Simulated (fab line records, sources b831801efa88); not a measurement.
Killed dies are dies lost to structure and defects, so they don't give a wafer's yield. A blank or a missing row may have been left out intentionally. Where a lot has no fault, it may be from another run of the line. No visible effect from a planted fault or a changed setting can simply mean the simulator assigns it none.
Split-lot experiment	flow sky130	route with 708 steps; 5 lots, 23 wafers read

== ON THE SPLIT ==
At SKY_LDD_N_IMPLANT_08, the setting energy-kev was moved away from the recipe's 20 on 11 of the 23 wafers read, by -1.5% to +5.5%. The other wafers ran this setting at the recipe's value.

The split's own step is where the reading is taken.

== THE READING ==
In nm, at SKY_LDD_N_IMPLANT_08: implant.drp-nm, which is the simulator's own figure and was read by no gauge. The file gives no usual value for it.

wafer	tool, chamber at the split	energy-kev as run	against the recipe	implant.drp-nm, nm	against lot-mates on the recipe
L075.1	implanter-02, 0	20	recipe	7.212	-
L075.6	implanter-02, 0	20	recipe	7.212	-
L075.2	implanter-02, 0	21.11	+5.5%	7.487	+0.275
L075.3	implanter-02, 0	21.11	+5.5%	7.487	+0.275
L075.4	implanter-02, 0	21.11	+5.5%	7.487	+0.275
L078.1	implanter-03, 0	20	recipe	7.212	-
L078.2	implanter-03, 0	20	recipe	7.212	-
L078.3	implanter-03, 0	20	recipe	7.212	-
L078.4	implanter-03, 0	20.69	+3.4%	7.383	+0.171
L078.6	implanter-03, 0	20.69	+3.4%	7.383	+0.171
L079.2	implanter-03, 0	19.7	-1.5%	7.136	-0.076
L079.4	implanter-03, 0	19.7	-1.5%	7.136	-0.076
L079.6	implanter-03, 0	19.7	-1.5%	7.136	-0.076
L079.3	implanter-03, 0	20	recipe	7.212	-
L079.5	implanter-03, 0	20	recipe	7.212	-
L080.1	implanter-03, 0	20	recipe	7.212	-
L080.5	implanter-03, 0	20	recipe	7.212	-
L080.6	implanter-03, 0	20	recipe	7.212	-
L081.1	implanter-01, 0	20	recipe	7.212	-
L081.5	implanter-01, 0	20	recipe	7.212	-
L081.2	implanter-01, 0	20.99	+4.9%	7.458	+0.246
L081.4	implanter-01, 0	20.99	+4.9%	7.458	+0.246
L081.6	implanter-01, 0	20.99	+4.9%	7.458	+0.246

FIT RESULTS
A straight line over all 23 wafers: implant.drp-nm changes by +0.0497 nm for each +1% of energy-kev; r = +1.00; the points scatter about the line by 0.00054 nm.
The same after taking each lot's own level away (the mean of its wafers on the recipe; 23 wafers): +0.0497 nm for each +1%; r = +1.00; scatter 0.00054 nm.
According to that fit, moving energy-kev by its largest amount changes the reading by 0.28 nm.
The lots' own levels span 7.2120 to 7.2120 nm.
Consequently the slope shifts little with the lot-to-lot level, the two slopes agreeing.
Check: with one of the wafers moved furthest among these (+5.5%) left out of the fit, the line predicts +0.276 nm for it against its lot-mates. It came out at +0.275 nm against them.

== OTHER SPLITS ON THESE WAFERS ==
Before the reading, these wafers also passed through other splits. Each is held against what the fit with the lots' levels taken away leaves over:
other split on the same wafers	wafers away from the commonest value	r with implant.drp-nm (lot level and that fit taken away)
SKY_VT_ADJUST_PCH_IMPLANT_08 energy-kev	4	-0.10
SKY_SONOS_TUNNEL_IMPLANT_09 energy-kev	5	+0.23
SKY_SONOS_ONO_CVD_02 time-s	15	-0.51
SKY_SONOS_ONO_EXPOSE_10 dose-mj	9	+0.15
SKY_GATE_OXIDE_OXIDATION_16 ox-time-s	15	+0.15
SKY_POLY_GATE_COAT_07 resist-thk-nm	8	-0.17
SKY_POLY_GATE_OXIDATION_20 temp-c	18	-0.45

== THE WHOLE CHAIN: every reading that the file lists as answering this split, in the file's order ==
step	what it does	reading	change (the file's fit)	r (the file's)
SKY_LDD_N_IMPLANT_08		implant.rp-nm (the simulator's own value, which no gauge read)	+0.114 nm for each +1% of the setting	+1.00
SKY_LDD_N_IMPLANT_08		implant.drp-nm (the simulator's own value, which no gauge read)	+0.0498 nm for each +1% of the setting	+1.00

== THE FILE'S OWN FIT ==
implant.drp-nm changes by +0.0498 nm for each +1% of energy-kev, r = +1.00.
